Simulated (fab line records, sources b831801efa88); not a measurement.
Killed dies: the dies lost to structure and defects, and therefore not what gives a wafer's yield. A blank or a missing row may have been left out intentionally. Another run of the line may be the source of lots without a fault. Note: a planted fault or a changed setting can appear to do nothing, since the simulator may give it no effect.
Code-filled problem report in 8D (eight disciplines) form + flow sky130 + the parts of the form that need people (team, actions taken, sign-off) are left out

## 1. THE PROBLEM
VIA3_HDPCVD_THK at SKY_VIA3_THK_MEAS_01 reads a mean of 2174 nm on 2 wafers of 1 lot; wafers without a fault read 1632 nm with a standard deviation of 15. Measured from the usual mean, that is +36 standard deviations.
First observed at day 41 05:57: wafer L415.2, on film-metro-02. The record has a number at this step for 30 wafers belonging to 10 lots. The rule behind "out" and "out of limits": a value lying over 4 standard deviations away from the usual mean. The other wafers with a number count as sound.

## 2. WHAT IT IS AND WHAT IT IS NOT
| question                    | is                | is not                                                                    |
|-----------------------------|-------------------|---------------------------------------------------------------------------|
| which readings at this step | VIA3_HDPCVD_THK   | -                                                                         |
| which lots                  | L415              | L407, L408, L409, L410, L411, L412, L413, L425, L430                      |
| which wafers of those lots  | L415.2, L415.5    | L415.6                                                                    |
| read on which gauges        | film-metro-02     | film-metro-03, film-metro-04                                              |
| when                        | from day 41 05:57 | up to then (22 sound wafers); but 6 sound wafers of L425, L430 came after |

## 3. THE SUSPECTS, EACH WITH WHAT RULES IT OUT
Counting: if a tool at a process step up to the reading ran every lot that is out, it stays a suspect. Sound lots after the first of them don't rule it out here, since some wafers of a struck lot are sound.
- the gauge at SKY_VIA3_THK_MEAS_01: kept. All the wafers that are out were read on film-metro-02, and no step on other tools shows them out.
- rie-metal-02 at SKY_METAL2_DESCUM_17 (chemistry O2, time 8 s): kept. It ran the lot that is out, L415 (day 37 21:42); its last sound lot up to then is L413 (day 37 05:14).
- pvd-sputter-02 at SKY_METAL3_SPUTTER_02 (material AlCu, target thk 735 nm, time 39.1 s): kept. It ran the lot that is out, L415 (day 39 02:35); its last sound lot up to then is L411 (day 37 21:30).
- plasma-asher-04 at SKY_METAL3_STRIP_19 (strips in O2/N2): kept. It ran the lot that is out, L415 (day 41 05:11); its last sound lot up to then is L413 (day 40 11:24).
- hdpcvd-01 at SKY_VIA3_HDPCVD_00 (deposits SiO2, target thk 1635 nm, time 272.5 s): kept. It ran the lot that is out, L415 (day 41 05:46); its last sound lot up to then is L413 (day 40 11:58).
- Within plasma-asher-04 at SKY_METAL3_STRIP_19, the wafers that are out were processed in chamber 1 and their sound lot-mates in chamber 0.
Left after counting: rie-metal-02 at SKY_METAL2_DESCUM_17, pvd-sputter-02 at SKY_METAL3_SPUTTER_02, plasma-asher-04 at SKY_METAL3_STRIP_19, hdpcvd-01 at SKY_VIA3_HDPCVD_00, film-metro-02 at SKY_VIA3_THK_MEAS_01.

## 4. THE CAUSE (what the simulator had put in)
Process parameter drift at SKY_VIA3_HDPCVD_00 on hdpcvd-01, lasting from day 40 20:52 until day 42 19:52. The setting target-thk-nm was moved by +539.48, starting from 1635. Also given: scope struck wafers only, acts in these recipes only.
5 suspects survive the count, and this tool is in that group.

## 5. THE EFFECT CHAIN, in route order
Each row: a reading whose mean over the struck wafers that have a number lies more than 3 standard deviations from the usual. Only readings for which the record gives a usual standard deviation are gone through. hours: the time from each lot's start at the first step in this table that gives one to its start at this step, as a median over the lots. sigmas: the change in usual standard deviations.
| hours | step                 | reading         | usual   | on struck wafers | change | sigmas |
|-------|----------------------|-----------------|---------|------------------|--------|--------|
| 0     | SKY_VIA3_THK_MEAS_01 | VIA3_HDPCVD_THK | 1632 nm | 2174             | +542   | +36    |

## 6. HOW IT WOULD HAVE BEEN CAUGHT EARLIER
In this record the first reading out of limits at a measuring or inspecting step was taken at day 41 05:57, 9 hours after the fault began at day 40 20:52.
All the lots that are out (1) had begun SKY_VIA3_HDPCVD_00 on hdpcvd-01 by day 41 05:57. Had the tool been put on hold then, not one of them would have been saved.
